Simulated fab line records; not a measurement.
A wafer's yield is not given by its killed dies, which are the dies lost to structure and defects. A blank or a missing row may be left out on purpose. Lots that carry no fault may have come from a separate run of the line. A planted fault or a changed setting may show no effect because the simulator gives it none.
A lot that was struck, set against a sound lot + flow gf180mcu + 15 out of 602 route steps
Sound: wafers L949.1, L949.3, L949.5. Wafers L960.1, L960.3, L960.4 were the ones struck. The cause comes at the end.
Per side, at each step with rows, come the tool, then ch with its chambers, and then its first start. Under that, the readings that differ: sound wafers + struck wafers + difference of the means + sigmas: that difference in standard deviations of wafers without a fault.
alike: readings with means less than 2 such deviations apart, plus words and numbers identical on both sides. not compared: withheld readings, readings lacking a value on some wafer, bounds such as >300 that could conceal the same value, and numbers that have no deviation in the record and whose values overlap.
The two part at a step that has a row with sigmas, a row that says differs or no value, or rows on one side only. Numbers that don't overlap but have no deviation are shown without sigmas and don't part them. A reading that every wafer of one side lacks parts them only if that side has two wafers or more.

GF_HV_LDD_STRIP_10: strips in O2/N2.
  sound on plasmaAsher-01 ch 0,1, day 11 10:21; struck on plasmaAsher-02 ch 0,1, day 14 19:59
  alike: drypumpMotorCurrentA, heaterPowerW, o2FlowSccm, oesProductAu, stripTimeToEndpointS
  not compared: rfHoursCounterH
GF_HV_LDD_TW_MEAS_11:
  struck on filmMetro-01, day 14 20:05; sound on filmMetro-01, day 11 10:27
  alike: HV_LDD_TW
then, 7 steps without rows for these wafers: GF_HV_LDD_DEHYDRATE_12 (time 60 s); GF_HV_LDD_HMDS_13 (prime time 60 s); GF_HV_LDD_COAT_14 (resist thk 1000 nm); GF_HV_LDD_SOFTBAKE_15 (time 60 s); GF_HV_LDD_EXPOSE_16 (exposes mask Pplus LV AREA, target cd 400 nm); GF_HV_LDD_PEB_17; GF_HV_LDD_DEVELOP_18 (develop time 60 s).
GF_HV_LDD_CD_MEAS_19: target cd 400 nm.
  struck on cdSem-02, day 15 17:59; sound on cdSem-02, day 12 05:36
  alike: cdNm
GF_HV_LDD_OVL_MEAS_20:
  struck on overlay-01, day 15 18:06; sound on overlay-02, day 12 05:43
  alike: HV_LDD_01_OVL
after that, 1 step had no rows for these wafers: GF_HV_LDD_IMPLANT_21.
GF_HV_LDD_STRIP_22: strips in O2/N2.
  sound on plasmaAsher-02 ch 0,1, day 12 05:54; struck on plasmaAsher-02 ch 0,1, day 15 18:26
| reading           | sound          | struck         | difference | sigmas |
|-------------------|----------------|----------------|------------|--------|
| o2FlowSccm (sccm) | 2993 2997 2997 | 2409 2385 2408 | -595       | -70    |
  alike: drypumpMotorCurrentA, heaterPowerW, oesProductAu, stripTimeToEndpointS
  not compared: rfHoursCounterH
GF_HV_LDD_TW_MEAS_23:
  struck on filmMetro-02, day 15 18:32; sound on filmMetro-02, day 12 06:03
  alike: HV_LDD_2_TW
-- the record jumps here: 18 days lie between the struck wafers' starts before and after (it left off in module HV_LDD and takes up again in module PASSIVATION, whose first step shown is number 602 of the route) --
GF_PASSIVATION_PROBE_99:
  record: rows for the struck wafers here (prober-02, day 33 10:09), none for the sound ones

WHERE THEY PART
First at GF_HV_LDD_STRIP_22; last, within this record, at GF_PASSIVATION_PROBE_99.

WHY: what had been put in by the simulator
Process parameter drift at GF_HV_LDD_STRIP_22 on plasmaAsher-02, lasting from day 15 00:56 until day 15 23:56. The setting o2FlowSccm was moved by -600, starting from 3000. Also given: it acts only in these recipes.
